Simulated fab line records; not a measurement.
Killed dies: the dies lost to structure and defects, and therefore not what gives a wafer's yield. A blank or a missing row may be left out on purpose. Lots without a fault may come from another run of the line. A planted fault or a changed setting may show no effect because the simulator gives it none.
A single fault, viewed from 2 desks -- flow sfqLine -- numbers are kept per desk, each desk with only its own; the story behind them comes last

FOR THE TOOL OWNER'S DESK: rieDiel-03
The tool's own readings at SFQ_TRILAYER_I1_VIA_BARC_OPEN_VIA_ETCH_071 (etches BARC in O2, target depth 125 nm, time 41.7 s): means of the sampled wafers that have a number, for each lot that ran on this tool. If a lot's mean is further than 4 standard deviations from the usual mean, the lot is out of limits and carries the mark OUT (the distance appears in the brackets).
Columns: A = drypumpMotorCurrentA at SFQ_TRILAYER_I1_VIA_BARC_OPEN_VIA_ETCH_071, usual 6.0 A; B = oesProductAu at SFQ_TRILAYER_I1_VIA_BARC_OPEN_VIA_ETCH_071, usual 0.685 a.u.
lot,first seen here,A,B
L737,day 33 02:19,6.1,0.686
L744,day 34 05:55,6.1,0.682
L754,day 37 19:23,6.3,0.686
Result from this desk: across the 3 lots, nothing is out of limits.

FROM THE METROLOGY DESK
What the gauges read, lot by lot, whatever tool the lot ran on: means of the sampled wafers that have a number. If a lot's mean is further than 4 standard deviations from the usual mean, the lot is out of limits and carries the mark OUT (the distance appears in the brackets).
Columns: A = I1_BOW at SFQ_I1_BOW_MEAS_912, usual 1 um; B = I1_OVL at SFQ_I1_OVL_MEAS_913, usual 2 nm
lot,first seen here,A,B
L734,day 24 22:43,0,6
L737,day 26 16:19,4,-2
L744,day 29 00:35,-11,-6
L752,day 31 23:15,1,-2
L754,day 32 12:10,3,1
Result from this desk: across the 5 lots, nothing is out of limits.

PUT TOGETHER
Nothing out of limits was seen by the tool owner's desk.
Nothing out of limits was seen by the metrology desk.

WHAT THE SIMULATOR HAD INSERTED
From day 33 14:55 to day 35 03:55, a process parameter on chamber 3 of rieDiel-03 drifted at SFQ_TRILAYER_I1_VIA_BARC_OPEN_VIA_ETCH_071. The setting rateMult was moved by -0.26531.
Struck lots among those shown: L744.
